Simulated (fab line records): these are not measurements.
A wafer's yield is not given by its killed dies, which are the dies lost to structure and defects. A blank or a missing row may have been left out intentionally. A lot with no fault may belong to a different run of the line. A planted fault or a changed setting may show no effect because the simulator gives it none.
A lot that was struck, set against a sound lot    flow sky130    18 out of 708 route steps
Sound: these wafers, L602.1, L602.2, L602.4. Struck: wafers L606.2, L606.5, L606.6. The cause comes at the end.
Per side, at each step with rows, come the tool, then ch with its chambers, and then its first start. Under that, the readings that differ: sound wafers    struck wafers    difference of the means    sigmas: that difference in standard deviations of wafers without a fault.
alike: readings with means less than 2 such deviations apart, plus words and numbers identical on both sides. not compared: withheld readings, readings lacking a value on some wafer, bounds such as >300 that could conceal the same value, and numbers that have no deviation in the record and whose values overlap.
The two part at a step that has a row with sigmas, a row that says differs or no value, or rows on one side only. Numbers that have no deviation but don't overlap get no sigmas and don't part them. A reading that every wafer of one side lacks parts them only if that side has two wafers or more.

first, 1 step without rows for these wafers: SKY_VT_ADJUST_PCH_IMPLANT_08.
SKY_VT_ADJUST_PCH_STRIP_09: strips in O2/N2.
  sound on plasma_asher-03 ch 0,1, day 10 18:37; struck on plasma_asher-03 ch 0,1, day 12 08:45
  alike: drypump_motor_current_A, oes_product_au, strip_time_to_endpoint_s
  not compared: rf_hours_counter_h
SKY_VT_ADJUST_PCH_TW_MEAS_10:
  sound on film_metro-02 at day 10 18:43; struck on film_metro-04 at day 12 08:52
reading           sound              struck             difference  sigmas
VT_ADJUST_PCH_TW  143.9 143.6 144.2  141.9 141.0 141.1  -2.6        -3
then, 7 steps without rows for these wafers: SKY_SONOS_TUNNEL_DEHYDRATE_00 (time 60 s); SKY_SONOS_TUNNEL_HMDS_01 (prime time 60 s); SKY_SONOS_TUNNEL_COAT_02 (resist thk 1140 nm); SKY_SONOS_TUNNEL_SOFTBAKE_03 (time 60 s); SKY_SONOS_TUNNEL_EXPOSE_04 (exposes mask TUNM, target cd 410 nm); SKY_SONOS_TUNNEL_PEB_05; SKY_SONOS_TUNNEL_DEVELOP_06 (develop time 60 s).
SKY_SONOS_TUNNEL_CD_MEAS_07: the cd target is 410 nm.
  sound on cd_sem-02 at day 11 17:58; struck on cd_sem-02 at day 13 10:16
  alike: cd_nm
SKY_SONOS_TUNNEL_OVL_MEAS_08:
  sound on overlay-02 at day 11 18:05; struck on overlay-02 at day 13 10:22
  alike: SONOS_TUNNEL_OVL
SKY_SONOS_TUNNEL_IMPLANT_09:
  sound on implanter-01 ch 0, day 11 18:07; struck on implanter-02 ch 0, day 13 10:25
reading                    sound              struck             difference  sigmas
implant_ion_amu            11 11 11           49 49 49           +38         
model.implant.rp_nm (nm)   66.4 66.4 66.4     17.2 17.2 17.2     -49.2       
model.implant.drp_nm (nm)  28.34 28.34 28.34  9.752 9.752 9.752  -18.588     
then, 2 steps without rows for these wafers: SKY_SONOS_TUNNEL_WET_ETCH_10 (etches SiO2 in dHF, target depth 14 nm, time 280 s); SKY_SONOS_TUNNEL_STRIP_11 (strips in SPM, time 600 s).
SKY_SONOS_TUNNEL_TW_MEAS_12:
  sound on film_metro-04 at day 11 18:32; struck on film_metro-02 at day 13 10:49
reading          sound              struck             difference  sigmas
SONOS_TUNNEL_TW  197.3 197.3 196.5  297.4 298.5 297.3  +100.7      +77
then, 1 step without rows for these wafers: SKY_SONOS_TUNNEL_CLEAN_13 (cleans in dHF, time 20 s).
-- a jump in the record: the struck wafers' starts before and after are 34 days apart (it breaks off in module SONOS_TUNNEL and resumes in module PAD_OPEN, where the first step shown is number 708 of the route) --
SKY_PAD_OPEN_PROBE_99:
  sound on prober-02 at day 46 01:59; struck on prober-02 at day 47 15:40
reading                                      sound                 struck             difference  sigmas
model.etest.sonos_programmed.off_log10_a_um  -13.99 -13.79 -13.96  -12.93 -12.31 -12  +1.50       
  alike: killed_at_M0_to_M3, killed_at_M4_up, killed_at_contacts, killed_at_front_end, killed_at_other, killed_dies, killed_open, killed_short

== WHERE THEY PART ==
Earliest at SKY_VT_ADJUST_PCH_TW_MEAS_10; latest, in this record, at SKY_SONOS_TUNNEL_TW_MEAS_12. Later steps at which nothing parts them and some readings are alike: SKY_PAD_OPEN_PROBE_99.

WHY: what had been put in by the simulator
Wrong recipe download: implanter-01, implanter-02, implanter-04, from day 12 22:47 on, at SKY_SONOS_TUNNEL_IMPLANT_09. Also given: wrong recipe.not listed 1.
